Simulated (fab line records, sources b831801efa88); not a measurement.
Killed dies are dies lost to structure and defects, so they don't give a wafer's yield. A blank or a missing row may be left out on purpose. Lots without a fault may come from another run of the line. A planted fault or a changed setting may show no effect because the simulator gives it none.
Chamber matching | flow gf180mcu | GF_V5_CMP_04 on cmp-02: 4 sister chambers
The step polishes SiO2. 4 wafers are shown with their chamber, then 10 later ones without.

WAFERS WITH THEIR CHAMBER
wafer  | chamber | motor_current_A (A)
L242.4 | 2       | 11.5
L243.5 | 0       | 11.9
L244.1 | 3       | 11.9
L244.2 | 1       | 13.3

WAFERS WITHOUT THEIR CHAMBER
wafer  | motor_current_A (A)
L244.5 | 11.1
L245.2 | 12.3
L245.3 | 12.0
L245.5 | 11.1
L246.1 | 14.1
L246.5 | 11.7
L246.6 | 11.2
L247.1 | 11.6
L247.2 | 11.4
L247.6 | 13.4

WHICH CHAMBER EACH WENT THROUGH
wafer  | from the rows above               | in truth
L244.5 | can't be placed: 2 or 0 or 3      | 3
L245.2 | can't be placed: 0 or 3 or 2 or 1 | 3
L245.3 | can't be placed: 0 or 3 or 2      | 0
L245.5 | can't be placed: 2 or 0 or 3      | 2
L246.1 | 1                                 | 1
L246.5 | can't be placed: 2 or 0 or 3      | 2
L246.6 | can't be placed: 2 or 0 or 3      | 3
L247.1 | can't be placed: 2 or 0 or 3      | 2
L247.2 | can't be placed: 2 or 0 or 3      | 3
L247.6 | 1                                 | 1
Placed correctly: 2 of 10. Can't be placed from these rows: 8 (the true chamber is among the candidates in 8). Placed wrongly: 0.
How it was worked out, from the rows above alone: a wafer's distance from a chamber is the root of the sum, over the readings, of the square of ((its reading less the chamber's mean) divided by the reading's scatter). The wafer belongs to the nearest chamber; if the next one is less than 2 further off, it can't be placed. A chamber's mean is the mean of its shown wafers. The scatter: with one shown wafer a chamber, the root of the mean of the squares of how far each hidden wafer lies from its nearest shown one.
